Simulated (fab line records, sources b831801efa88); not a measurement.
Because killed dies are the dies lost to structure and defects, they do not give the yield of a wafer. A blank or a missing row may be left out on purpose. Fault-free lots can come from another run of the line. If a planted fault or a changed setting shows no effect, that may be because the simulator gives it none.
Which tool is to blame?	flow sky130	13 lots, 39 wafers sampled, at 3 steps of a route of 708

## WHAT THE GAUGES READ, wafer by wafer
SKY_POLY_GATE_OVL_MEAS_14. Usual: for POLY_GATE_OVL the level is 3 nm and the standard deviation is 5.6.
lot	measured	on	POLY_GATE_OVL (nm)	flag
L370	day 16 21:17	overlay-01	8 14 0	
L371	day 17 11:58	overlay-01	5 10 9	
L372	day 17 15:20	overlay-01	-3 -10 -7	
L373	day 17 22:43	overlay-01	10 3 3	
L375	day 18 15:13	overlay-02	0 -1 2	
L376	day 18 23:27	overlay-02	3 11 7	
L377	day 19 15:51	overlay-01	7 -8 -3	
L378	day 19 23:31	overlay-01	2 -3 3	
L381	day 21 02:25	overlay-02	9 3 14	
L385	day 22 09:58	overlay-01	1 -6 -1	
L390	day 24 04:22	overlay-02	-4 -1 0	
L391	day 24 15:11	overlay-01	2 10 14	
L392	day 24 17:21	overlay-02	13 10 4	

SKY_POLY_GATE_CD_MEAS_22. Usual: cdNm at 150.1 nm, with a standard deviation of 2.3.
lot	measured	on	cdNm (nm)	flag
L370	day 17 00:23	cdSem-01	148.6 149.3 150.7	
L371	day 17 13:59	cdSem-01	148.6 145.2 146.4	
L372	day 17 17:04	cdSem-01	152.4 150.5 150.3	
L373	day 18 02:58	cdSem-01	150.2 151.3 149.7	
L375	day 18 18:08	cdSem-02	144.2 142.9 145.0	
L376	day 19 04:01	cdSem-02	153.9 155.1 153.1	
L377	day 19 20:37	cdSem-02	151.2 153.6 152.8	
L378	day 20 04:44	cdSem-01	150.6 150.4 148.9	
L381	day 21 04:20	cdSem-02	148.0 153.2 151.8	
L385	day 22 11:47	cdSem-01	151.7 152.3 150.2	
L390	day 24 06:06	cdSem-01	149.4 149.3 150.2	
L391	day 24 16:55	cdSem-01	149.9 152.2 148.9	
L392	day 24 19:55	cdSem-02	152.1 153.4 151.4	

## WHAT TOOL EACH LOT RAN ON (gives the tool, then ch and the chambers of the sampled wafers, and finally the start)
lot	SKY_POLY_GATE_ETCH_16
L370	rieDiel-02 ch 0,1,2, day 16 21:23
L371	rieDiel-01 ch 1,3, day 17 12:05
L372	rieDiel-02 ch 0,1,3, day 17 15:28
L373	rieDiel-02 ch 1,3, day 17 22:50
L375	rieDiel-01 ch 0,2,3, day 18 15:19
L376	rieDiel-02 ch 1,2,3, day 18 23:34
L377	rieDiel-02 ch 0,2, day 19 15:58
L378	rieDiel-01 ch 1,2,3, day 19 23:38
L381	rieDiel-02 ch 0,1,3, day 21 02:32
L385	rieDiel-04 ch 0,1,2, day 22 10:05
L390	rieDiel-01 ch 1,2,3, day 24 04:29
L391	rieDiel-01 ch 1,3, day 24 15:19
L392	rieDiel-01 ch 1,2, day 24 17:28
- SKY_POLY_GATE_ETCH_16: etches Si3N4 in CH3F/O2, stops on poly-Si, time 147.5 s, target depth 75 nm.

## WHAT THE TOOLS THEMSELVES READ (means of the sampled wafers that have a number; where no wafer has one, the mark that the record gives instead)
SKY_POLY_GATE_ETCH_16. Usual: drypumpMotorCurrentA 5.6 A, standard deviation 0.53; oesProductAu 0.642 a.u., standard deviation 0.0052; throttleValvePct 10.536 %, standard deviation 0.0087.
lot	tool	drypumpMotorCurrentA (A)	oesProductAu (a.u.)	throttleValvePct (%)	flag
L370	rieDiel-02	5.5	0.641	10.530	
L371	rieDiel-01	5.7	0.644	10.537	
L372	rieDiel-02	5.6	0.640	10.533	
L373	rieDiel-02	5.5	0.643	10.538	
L375	rieDiel-01	5.3	0.643	10.535	
L376	rieDiel-02	5.6	0.644	10.537	
L377	rieDiel-02	5.7	0.639	10.525	
L378	rieDiel-01	5.6	0.642	10.531	
L381	rieDiel-02	5.6	0.642	10.544	
L385	rieDiel-04	5.7	0.636	10.538	
L390	rieDiel-01	5.6	0.640	10.533	
L391	rieDiel-01	5.7	0.651	10.528	
L392	rieDiel-01	5.4	0.643	10.534	

## THE ANSWER, worked out from the rows above alone
Rule: a lot is off if the mean of its wafers that have a number lies more than 3 standard deviations from the usual mean. Also off: a lot with no number at a reading for which 4 or more lots have one. Any other lot the step has rows for is counted as sound. Order of review: gauges by route order, followed by the tools' own readings, for which a lot's mean as printed above is used. At the first step where some lot is off, the reading lying furthest off is the one used; lots without a number count as furthest.
Across all readings shown, no lot is off: no conclusion can be drawn from this.

## WHAT THE SIMULATOR HAD INSERTED
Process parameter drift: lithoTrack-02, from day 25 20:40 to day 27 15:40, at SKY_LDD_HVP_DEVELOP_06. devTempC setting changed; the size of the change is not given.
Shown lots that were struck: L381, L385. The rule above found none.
